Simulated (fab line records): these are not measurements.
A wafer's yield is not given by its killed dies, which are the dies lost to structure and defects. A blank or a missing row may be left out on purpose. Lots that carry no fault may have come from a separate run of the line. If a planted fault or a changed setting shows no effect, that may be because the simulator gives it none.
Matching of chambers + flow gf180mcu + GF_V4_CMP_26 on cmp-01 has 4 sister chambers
The step polishes, stops on SiO2, t overpolish 15 s, target thk 0 nm. 8 wafers are shown with their chamber, then 8 later ones without.

== WAFERS PAIRED WITH THEIR CHAMBERS ==
| wafer  | chamber | motorCurrentA (A) | edgeZonePressureFrac |
|--------|---------|-------------------|----------------------|
| L466.5 | 2       | 12.7              | 1.002                |
| L466.6 | 1       | 10.6              | 1.006                |
| L468.5 | 3       | 10.6              | 1.001                |
| L468.6 | 0       | 10.2              | 1.002                |
| L467.1 | 0       | 9.7               | 1.002                |
| L467.2 | 2       | 12.4              | 1.008                |
| L467.6 | 1       | 10.7              | 1.002                |
| L470.1 | 3       | 10.7              | 0.994                |

== WAFERS WHOSE CHAMBER IS MISSING ==
| wafer  | motorCurrentA (A) | edgeZonePressureFrac |
|--------|-------------------|----------------------|
| L470.2 | 12.7              | 1.008                |
| L470.4 | 10.4              | 1.000                |
| L471.2 | 10.8              | 1.012                |
| L471.3 | 10.4              | 0.994                |
| L471.5 | 12.0              | 1.009                |
| L473.4 | 10.6              | 0.999                |
| L473.5 | 10.5              | 0.996                |
| L473.6 | 11.7              | 0.997                |

== WHICH CHAMBER EACH ONE RAN IN ==
| wafer  | from the rows above          | in truth |
|--------|------------------------------|----------|
| L470.2 | 2                            | 2        |
| L470.4 | can't be placed: 3 or 1 or 0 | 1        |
| L471.2 | can't be placed: 1 or 3      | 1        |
| L471.3 | can't be placed: 3 or 1 or 0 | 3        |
| L471.5 | 2                            | 2        |
| L473.4 | can't be placed: 3 or 1      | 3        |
| L473.5 | can't be placed: 3 or 1      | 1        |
| L473.6 | can't be placed: 2 or 3 or 1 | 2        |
Correct placement for 2 of the 8. Can't be placed from these rows: 6 (the true chamber is among the candidates in 6). Wrongly placed: 0.
How it was worked out, from the rows above alone: a wafer's distance from a chamber is the root of the sum, over the readings, of the square of ((its reading less the chamber's mean) divided by the reading's scatter). The wafer belongs to the nearest chamber; if the next one is less than 2 further off, it can't be placed. The mean given for a chamber averages the wafers shown for that chamber. The scatter is the square root of a quotient: the sum, over the shown wafers, of each reading's squared deviation from its chamber's mean, divided by wafers minus chambers.
